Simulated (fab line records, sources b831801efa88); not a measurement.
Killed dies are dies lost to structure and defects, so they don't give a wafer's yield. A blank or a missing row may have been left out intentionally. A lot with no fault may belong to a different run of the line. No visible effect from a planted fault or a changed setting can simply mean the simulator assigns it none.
Which tool did it? ; flow sky130 ; 36 wafers from 12 lots sampled at 3 of the route's 708 steps

WHAT THE GAUGES SHOWED, per wafer
SKY_VIA2_CD_MEAS_12: the cd target is 200 nm.
lot;measured;on;cd nm (nm)
L895;day 37 19:09;cd sem-02;199.2 198.9 199.0
L897;day 38 06:27;cd sem-02;203.0 203.9 202.0
L896;day 38 08:10;cd sem-02;201.8 202.4 202.0
L898;day 38 15:58;cd sem-01;198.7 200.3 197.9
L899;day 38 23:48;cd sem-01;200.7 198.7 198.8
L900;day 39 06:10;cd sem-01;201.9 202.9 203.1
L901;day 39 14:50;cd sem-01;201.4 199.6 200.7
L904;day 40 19:10;cd sem-01;199.9 199.6 199.7
L905;day 41 01:25;cd sem-01;198.0 197.1 197.6
L915;day 43 14:54;cd sem-01;201.7 201.3 200.9
L916;day 43 20:10;cd sem-01;199.6 201.2 199.6
L918;day 44 03:25;cd sem-01;200.3 201.5 201.5

TOOL THAT RAN EACH LOT (tool first, then ch and the chambers of the sampled wafers, then the start)
lot;SKY_LOCAL_INTERCONNECT_ETCH_13;SKY_CONTACT_ETCH_16
L895;rie metal-03 ch 1, day 31 17:37;rie diel-02 ch 2,3, day 33 02:40
L897;rie metal-04 ch 0,1, day 32 06:01;rie diel-02 ch 0,1, day 33 13:51
L896;rie metal-02 ch 0,1, day 32 06:29;rie diel-01 ch 0,1,3, day 33 13:52
L898;rie metal-02 ch 0,1, day 32 16:46;rie diel-02 ch 1,2, day 33 22:58
L899;rie metal-02 ch 0,1, day 33 03:14;rie diel-01 ch 1,2,3, day 34 09:10
L900;rie metal-02 ch 0,1, day 33 10:18;rie diel-02 ch 0,2,3, day 34 14:42
L901;rie metal-03 ch 0,1, day 33 18:37;rie diel-04 ch 1,2, day 34 23:03
L904;rie metal-03 ch 0,1, day 35 01:40;rie diel-04 ch 0,3, day 36 05:25
L905;rie metal-02 ch 0,1, day 35 07:38;rie diel-01 ch 0,3, day 36 11:41
L915;rie metal-03 ch 0,1, day 38 03:49;rie diel-02 ch 0,3, day 39 06:45
L916;rie metal-04 ch 0,1, day 38 10:09;rie diel-01 ch 2,3, day 39 13:31
L918;rie metal-03 ch 0,1, day 38 19:04;rie diel-01 ch 0,2,3, day 39 21:45
- SKY_LOCAL_INTERCONNECT_ETCH_13: etches BARC in N2/H2, stops on SiO2, time 45.9 s, target depth 60 nm.
- SKY_CONTACT_ETCH_16: etches BARC in N2/H2, stops on SiO2, time 45.9 s, target depth 60 nm.

WHAT THE TOOLS THEMSELVES READ (means of the sampled wafers that have a number; where no wafer has one, the mark that the record gives instead)
SKY_LOCAL_INTERCONNECT_ETCH_13.
lot;tool;drypump motor current A (A);he backside leak sccm (sccm);oes product au (a.u.);throttle valve pct (%)
L895;rie metal-03;4.7;3.42;0.857;13.229
L897;rie metal-04;5.4;3.24;0.856;13.225
L896;rie metal-02;5.8;3.19;0.844;13.220
L898;rie metal-02;5.9;3.28;0.857;13.222
L899;rie metal-02;5.9;3.23;0.856;13.226
L900;rie metal-02;5.9;3.19;0.858;13.224
L901;rie metal-03;5.1;3.44;0.854;13.228
L904;rie metal-03;5.4;3.48;0.857;13.227
L905;rie metal-02;5.8;3.26;0.851;13.214
L915;rie metal-03;5.1;3.43;0.856;13.220
L916;rie metal-04;5.4;3.27;0.855;13.223
L918;rie metal-03;5.4;3.31;0.862;13.214

SKY_CONTACT_ETCH_16.
lot;tool;drypump motor current A (A);oes product au (a.u.);throttle valve pct (%)
L895;rie diel-02;6.0;0.849;13.226
L897;rie diel-02;5.4;0.854;13.223
L896;rie diel-01;6.0;0.856;13.221
L898;rie diel-02;5.9;0.856;13.229
L899;rie diel-01;6.1;0.853;13.220
L900;rie diel-02;5.7;0.862;13.231
L901;rie diel-04;6.5;0.856;13.221
L904;rie diel-04;6.1;0.854;13.221
L905;rie diel-01;6.2;0.854;13.220
L915;rie diel-02;5.3;0.860;13.219
L916;rie diel-01;6.3;0.856;13.211
L918;rie diel-01;6.1;0.854;13.227

THE ANSWER, worked out from the rows above alone
Rule: what is usual is taken from the lots themselves. Put in order of their means at a reading, lots are off if they are a third of the lots or fewer, leave a main group of 4 or more, and stand apart from it by a gap of 3 or more times the standard deviation of the main group's means; of several such gaps the widest counts. The tables above print the reading to a certain number of digits; a main group whose means all agree to those digits is not used. Also off: a lot with no number at a reading for which 4 or more lots have one. The other lots that the step has rows for count as sound. After the gauges, taken in route order, come the tools' own readings; for these a lot's mean is taken, as printed above. The first step at which some lot is off is used, and at that step the reading that is off furthest; a lot without a number counts as furthest.
No lot is off on any of the readings shown, so nothing can be concluded from this.

WHAT THE SIMULATOR HAD INSERTED
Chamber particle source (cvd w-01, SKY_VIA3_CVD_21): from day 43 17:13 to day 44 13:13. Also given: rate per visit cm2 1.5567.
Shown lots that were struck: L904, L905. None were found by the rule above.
